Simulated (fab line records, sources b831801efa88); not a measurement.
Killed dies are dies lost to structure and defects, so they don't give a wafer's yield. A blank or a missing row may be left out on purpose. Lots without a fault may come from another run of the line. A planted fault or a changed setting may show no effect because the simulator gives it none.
A struck lot beside a sound one | flow sky130 | 23 steps out of a route of 708
Sound: wafers L655.3, L655.4, L655.5. Struck: wafers L648.2, L648.5, L648.6. The cause comes at the end.
At each step with rows: each side's tool, then ch and its chambers, then its first start. Under that, the readings that differ: sound wafers | struck wafers | difference of the means | sigmas: that difference in standard deviations of wafers without a fault.
alike: readings whose means differ by less than 2 such deviations, and words and numbers that are the same on both sides. not compared: withheld readings, readings that some wafer has no value for, bounds like >300 that may hide the same value, and numbers for which the record gives no deviation and whose values overlap.
The two part at a step that has a row with sigmas, a row that says differs or no value, or rows on one side only. Numbers that don't overlap but have no deviation are shown without sigmas and don't part them. A reading that every wafer of one side lacks parts them only if that side has two wafers or more.

first, 1 step without rows for these wafers: SKY_LI_CONTACT_PRE_CLEAN_18 (time 5.6 s).
SKY_LI_CONTACT_SPUTTER_19: material Ti, target thk 20 nm, time 106.37 s.
  sound on pvd_sputter-04, day 34 21:43; struck on pvd_sputter-04, day 32 20:50
  alike: throttle_valve_pct
SKY_LI_CONTACT_SPUTTER_20: material TiN, target thk 20 nm, time 80 s.
  sound on pvd_sputter-04, day 34 21:48; struck on pvd_sputter-04, day 32 20:55
  alike: throttle_valve_pct
SKY_LI_CONTACT_CVD_21: deposits W, target thk 400 nm, time 120.56 s.
  sound on cvd_w-01 ch 0,1, day 34 21:54; struck on cvd_w-01 ch 0,1, day 32 20:59
  alike: heater_power_outer_w, heater_power_w
SKY_LI_CONTACT_RS_MEAS_22: measures by four-point-probe.
  sound on film_metro-01, day 34 22:01; struck on film_metro-01, day 32 21:08
  alike: LI_CONTACT_W_RS
SKY_LI_CONTACT_THK_MEAS_23: measures by xrf.
  sound on film_metro-01, day 34 22:07; struck on film_metro-01, day 32 21:14
  alike: LI_CONTACT_W_THK
then, 1 step without rows for these wafers: SKY_LI_CONTACT_CMP_24 (polishes, stops on PSG, t overpolish 20 s, target thk 0 nm).
SKY_LOCAL_INTERCONNECT_SPUTTER_00: material TiN, target thk 100 nm, time 83.3 s.
  sound on pvd_sputter-01, day 34 22:28; struck on pvd_sputter-01, day 32 21:35
  alike: throttle_valve_pct
SKY_LOCAL_INTERCONNECT_RS_MEAS_01: measures by four-point-probe.
  sound on film_metro-02, day 34 22:34; struck on film_metro-04, day 32 21:40
  alike: LOCAL_INTERCONNECT_TIN_RS
SKY_LOCAL_INTERCONNECT_THK_MEAS_02: measures by xrf.
  sound on film_metro-02, day 34 22:40; struck on film_metro-04, day 32 21:47
  alike: LOCAL_INTERCONNECT_TIN_THK
then, 2 steps without rows for these wafers: SKY_LOCAL_INTERCONNECT_DEHYDRATE_03 (time 60 s); SKY_LOCAL_INTERCONNECT_HMDS_04 (prime time 60 s).
SKY_LOCAL_INTERCONNECT_COAT_05: resist thk 60 nm.
  sound on litho_track-04 ch 0, day 35 11:44; struck on litho_track-01 ch 0, day 33 10:10
  reading              | sound                | struck               | difference | sigmas
  spin_speed_rpm (rpm) | 2998.2 2999.9 3000.3 | 3089.1 3090.7 3087.9 | +89.8      | +50
then, 5 steps without rows for these wafers: SKY_LOCAL_INTERCONNECT_COAT_06 (resist thk 450 nm); SKY_LOCAL_INTERCONNECT_SOFTBAKE_07 (time 90 s); SKY_LOCAL_INTERCONNECT_EXPOSE_08 (exposes mask LI1M, target cd 170 nm); SKY_LOCAL_INTERCONNECT_PEB_09; SKY_LOCAL_INTERCONNECT_DEVELOP_10 (develop time 60 s).
SKY_LOCAL_INTERCONNECT_CD_MEAS_11: target cd 170 nm.
  sound on cd_sem-01, day 36 00:53; struck on cd_sem-02, day 33 23:52
  alike: cd_nm
SKY_LOCAL_INTERCONNECT_OVL_MEAS_12:
  sound on overlay-01, day 36 00:59; struck on overlay-01, day 33 23:59
  alike: LOCAL_INTERCONNECT_OVL
SKY_LOCAL_INTERCONNECT_ETCH_13: etches BARC in N2/H2, stops on SiO2, time 45.9 s, target depth 60 nm.
  sound on rie_metal-03 ch 0,1, day 36 01:02; struck on rie_metal-03 ch 0,1, day 34 00:01
  reading                  | sound          | struck           | difference | sigmas
  model.etch.depth_nm (nm) | 60 60.11 60.18 | 59.25 59.2 59.23 | -0.87      |
  alike: drypump_motor_current_A, oes_product_au, throttle_valve_pct
  not compared: rf_hours_counter_h
SKY_LOCAL_INTERCONNECT_METAL_ETCH_14: etches TiN in Cl2/BCl3, stops on PSG, target depth 110 nm, time 31.4 s.
  sound on rie_metal-03 ch 0,1, day 36 01:05; struck on rie_metal-03 ch 0,1, day 34 00:04
  alike: drypump_motor_current_A, oes_product_au, throttle_valve_pct
  not compared: rf_hours_counter_h
SKY_PAD_OPEN_PROBE_99:
  the record has rows for the sound wafers here (prober-01, day 49 18:31) and none for the struck ones

WHERE THEY PART
First at SKY_LOCAL_INTERCONNECT_COAT_05; last, within this record, at SKY_PAD_OPEN_PROBE_99.

WHY: what the simulator had put in
Process parameter drift: litho_track-01, from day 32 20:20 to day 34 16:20, at SKY_LOCAL_INTERCONNECT_COAT_05. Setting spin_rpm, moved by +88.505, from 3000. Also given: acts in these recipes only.
